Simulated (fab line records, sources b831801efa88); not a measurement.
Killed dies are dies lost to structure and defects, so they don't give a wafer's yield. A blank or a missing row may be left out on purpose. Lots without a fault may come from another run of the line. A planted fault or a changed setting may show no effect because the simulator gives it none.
Problem report in the 8D (eight disciplines) form, filled by code | flow gf180mcu | the parts of the form that need people (team, actions taken, sign-off) are left out

1. THE PROBLEM
heater_power_total_W at GF_SAB_SOFTBAKE_05 reads a mean of 58.08 W on 3 wafers of 3 lots; wafers without a fault read 56.59 W with a standard deviation of 0.045. That is +33 standard deviations from the usual mean.
The step: time 60 s.
First seen on wafer L211.1, day 21 21:51, on litho_track-02. The record holds 43 wafers of 15 lots with a number at this step. Rule for "out", or "out of limits": more than 4 standard deviations from the usual mean. The other wafers with a number count as sound.

2. WHAT IT IS AND WHAT IT IS NOT
question                    | is                                 | is not
which readings at this step | heater_power_total_W, run_length_s | resist_line_temp_C
which lots                  | L211, L213, L214                   | L191, L192, L193, L194, L195, L196, L198, L200, L201, L202, L203, L205
which wafers of those lots  | L211.1, L213.4, L214.4             | L211.3, L213.3, L214.2, L214.6
read on which tools         | litho_track-02                     | litho_track-01, litho_track-03
when                        | from day 21 21:51                  | up to then (37 sound wafers); but 3 sound wafers of L213, L214 came after

3. SUSPECTS, AND WHAT RULES EACH OUT
Counting: a tool at a process step up to the reading stays a suspect if it ran every lot that is out. Sound lots after the first of them don't rule it out here, since some wafers of a struck lot are sound.
- litho_track-02 at GF_SAB_SOFTBAKE_05 (time 60 s): kept. It ran every lot that is out, first L211 (day 21 21:51); its last sound lot up to then is L205 (day 19 20:05). Its own readings are out on those wafers: heater_power_total_W, run_length_s.
Left after counting: litho_track-02 at GF_SAB_SOFTBAKE_05.

4. THE CAUSE (what the simulator had put in)
Process parameter drift: litho_track-02, from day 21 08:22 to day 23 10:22, at GF_SAB_SOFTBAKE_05. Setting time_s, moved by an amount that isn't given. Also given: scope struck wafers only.
Counting left only this tool.

5. THE CHAIN OF EFFECTS, in route order
Each row: a reading whose mean over the struck wafers that have a number lies more than 3 standard deviations from the usual. Only readings for which the record gives a usual standard deviation are gone through. hours: the time from each lot's start at the first step in this table that gives one to its start at this step, as a median over the lots. sigmas: the change in usual standard deviations.
hours | step               | reading              | usual   | on struck wafers | change | sigmas
0     | GF_SAB_SOFTBAKE_05 | heater_power_total_W | 56.59 W | 58.08            | +1.49  | +33
0     | GF_SAB_SOFTBAKE_05 | run_length_s         | 89.17 s | 84.86            | -4.31  | -27
The process steps in it:
- GF_SAB_SOFTBAKE_05: time 60 s.

6. WHAT WOULD HAVE CAUGHT IT SOONER
In this record the first reading out of limits was taken at day 21 21:51, 13 hours after the fault began at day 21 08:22.
